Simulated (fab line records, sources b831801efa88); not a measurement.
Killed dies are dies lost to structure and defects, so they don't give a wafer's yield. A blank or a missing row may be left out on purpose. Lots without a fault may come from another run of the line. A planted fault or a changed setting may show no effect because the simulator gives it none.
Chamber matching | flow gf180mcu | GF_V5_CVD_02 on pecvd-02: 3 sister chambers
The step deposits SiO2 from TEOS, target thk 1450 nm, time 163.28 s. 18 wafers are shown with their chamber, then 9 later ones without.

WAFERS WITH THEIR CHAMBER
wafer  | chamber | heater_power_w (W) | susceptor_temp_C (C)
L074.3 | 2       | 522                | 399.85
L074.5 | 2       | 585                | 400.43
L074.6 | 0       | 829                | 400.43
L080.2 | 1       | 655                | 399.82
L080.3 | 2       | 552                | 400.37
L080.4 | 0       | 684                | 400.27
L083.1 | 1       | 733                | 399.72
L083.4 | 1       | 818                | 400.31
L083.5 | 0       | 673                | 399.74
L084.3 | 2       | 536                | 400.47
L084.5 | 0       | 667                | 400.06
L084.6 | 1       | 635                | 400.28
L085.1 | 0       | 710                | 400.04
L085.2 | 2       | 569                | 399.92
L085.5 | 2       | 619                | 400.18
L087.1 | 2       | 512                | 399.96
L087.2 | 0       | 805                | 399.86
L087.4 | 0       | 670                | 399.62

SIGNATURES (means of the wafers above)
reading          | chamber 0 | chamber 1 | chamber 2 | scatter within a chamber
heater_power_w   | 719.71    | 710.25    | 556.43    | 61.8
susceptor_temp_C | 400.0029  | 400.0325  | 400.1686  | 0.281
Rule: a wafer's distance from a chamber is the root of the sum, over the readings, of the square of ((its reading less the chamber's mean) divided by the reading's scatter). The wafer belongs to the nearest chamber; if the next one is less than 2 further off, it can't be placed. The scatter: the root of (the sum of the squares of (reading less its chamber's mean) over the shown wafers, divided by (wafers less chambers)).

WAFERS WITHOUT THEIR CHAMBER
wafer  | heater_power_w (W) | susceptor_temp_C (C)
L093.2 | 814                | 399.96
L093.3 | 715                | 400.04
L093.6 | 622                | 400.03
L094.2 | 553                | 399.77
L094.5 | 836                | 399.97
L094.6 | 804                | 400.18
L096.1 | 634                | 400.13
L096.2 | 771                | 400.05
L096.6 | 493                | 400.30

WHICH CHAMBER EACH WENT THROUGH
wafer  | from the rows above          | in truth
L093.2 | can't be placed: 0 or 1      | 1
L093.3 | can't be placed: 1 or 0      | 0
L093.6 | can't be placed: 2 or 1 or 0 | 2
L094.2 | can't be placed: 2 or 1 or 0 | 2
L094.5 | can't be placed: 0 or 1      | 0
L094.6 | can't be placed: 0 or 1      | 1
L096.1 | can't be placed: 2 or 1 or 0 | 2
L096.2 | can't be placed: 0 or 1      | 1
L096.6 | 2                            | 2
Placed correctly: 1 of 9. Can't be placed from these rows: 8 (the true chamber is among the candidates in 8). Placed wrongly: 0.
